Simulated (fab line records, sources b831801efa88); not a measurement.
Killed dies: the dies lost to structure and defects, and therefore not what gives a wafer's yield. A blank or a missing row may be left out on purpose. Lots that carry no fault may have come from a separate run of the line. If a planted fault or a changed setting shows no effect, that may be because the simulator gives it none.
What tool caused it? | flow sky130 | 14 lots, 42 wafers sampled, at 2 steps of a route of 708

## WHAT THE GAUGES SHOWED, per wafer
The record holds no reading of a measuring or inspecting step that can be judged against a usual standard deviation.

## WHICH TOOL RAN EACH LOT (tool, then ch and the chambers of the sampled wafers, then the start)
lot  | SKY_LDD_N_IMPLANT_13            | SKY_PAD_OPEN_PROBE_99
L532 | implanter-03 ch 0, day 18 11:58 | -
L533 | implanter-01 ch 0, day 18 12:08 | -
L534 | implanter-01 ch 0, day 18 19:28 | prober-01, day 46 15:35
L535 | implanter-01 ch 0, day 19 07:20 | -
L536 | implanter-02 ch 0, day 19 14:07 | -
L537 | implanter-01 ch 0, day 20 09:26 | -
L538 | implanter-01 ch 0, day 20 12:52 | -
L539 | implanter-01 ch 0, day 20 16:34 | prober-02, day 47 20:52
L540 | implanter-01 ch 0, day 21 02:10 | -
L548 | implanter-01 ch 0, day 24 01:04 | -
L549 | implanter-02 ch 0, day 24 09:59 | -
L550 | implanter-02 ch 0, day 24 19:05 | prober-01, day 50 07:31
L552 | implanter-01 ch 0, day 25 05:07 | -
L553 | implanter-02 ch 0, day 25 22:35 | -
- SKY_LDD_N_IMPLANT_13
- SKY_PAD_OPEN_PROBE_99

## AS READ BY THE TOOLS THEMSELVES (means over the sampled wafers that have a number; for cases with no such wafer, the mark the record gives instead)
SKY_LDD_N_IMPLANT_13. Usual: dose ions cm2 5.002e+12, standard deviation 4.9e+09; end station pressure torr 5e-06 Torr, standard deviation 2.8e-07; faraday current uA 28.2, standard deviation 0.61.
lot  | tool         | dose ions cm2 | end station pressure torr (Torr) | faraday current uA | flag
L532 | implanter-03 | 5.000e+12     | 5e-06                            | 28.2               |
L533 | implanter-01 | 5.004e+12     | 5e-06                            | 28.1               |
L534 | implanter-01 | 5.004e+12     | 5e-06                            | 28.3               |
L535 | implanter-01 | 5.001e+12     | 5e-06                            | 28.0               |
L536 | implanter-02 | 5.006e+12     | 5e-06                            | 27.9               |
L537 | implanter-01 | 4.999e+12     | 5e-06                            | 28.8               |
L538 | implanter-01 | 4.997e+12     | 5e-06                            | 28.8               |
L539 | implanter-01 | 2.076e+12     | 5e-06                            | 11.7               | OFF
L540 | implanter-01 | 2.073e+12     | 5e-06                            | 11.5               | OFF
L548 | implanter-01 | 5.006e+12     | 5e-06                            | 28.3               |
L549 | implanter-02 | 4.998e+12     | 5e-06                            | 28.6               |
L550 | implanter-02 | 4.997e+12     | 5e-06                            | 28.3               |
L552 | implanter-01 | 5.001e+12     | 5e-06                            | 28.6               |
L553 | implanter-02 | 4.999e+12     | 5e-06                            | 28.2               |

SKY_PAD_OPEN_PROBE_99. Usual: killed_at_M0_to_M3 43, standard deviation 6.6; killed_at_M4_up 3.4, standard deviation 1.8; killed at contacts 24, standard deviation 4.9; killed at front end 15, standard deviation 4.1; killed at other 0.3, standard deviation 0.55; killed dies 85, standard deviation 8.8; killed open 46, standard deviation 6.1; killed short 39, standard deviation 5.7.
lot  | tool      | killed_at_M0_to_M3 | killed_at_M4_up | killed at contacts | killed at front end | killed at other | killed dies | killed open | killed short | flag
L534 | prober-01 | 38                 | 3.7             | 22                 | 12                  | 0.3             | 76          | 40          | 36           |
L539 | prober-02 | 45                 | 3.0             | 23                 | 11                  | 0.3             | 83          | 45          | 38           |
L550 | prober-01 | 46                 | 3.0             | 19                 | 12                  | 0.3             | 80          | 39          | 41           |

## THE ANSWER, worked out from the rows above alone
Rule: a lot counts as off when the mean over its wafers that have a number is more than 3 standard deviations away from the usual mean. Also off: a lot with no number at a reading for which 4 or more lots have one. Where the step has rows for the other lots, those lots are counted as sound. Order of review: gauges by route order, followed by the tools' own readings, for which a lot's mean as printed above is used. The first step at which some lot is off is used, and at that step the reading that is off furthest; a lot without a number counts as furthest.
Off: L539, L540 (SKY_LDD_N_IMPLANT_13, dose ions cm2).
A tool fits if, at that step or a process step before it, it ran every lot that is off, and no sound lot after the first of them. Not one of the candidates tried fits.

## WHAT HAD BEEN PUT IN BY THE SIMULATOR
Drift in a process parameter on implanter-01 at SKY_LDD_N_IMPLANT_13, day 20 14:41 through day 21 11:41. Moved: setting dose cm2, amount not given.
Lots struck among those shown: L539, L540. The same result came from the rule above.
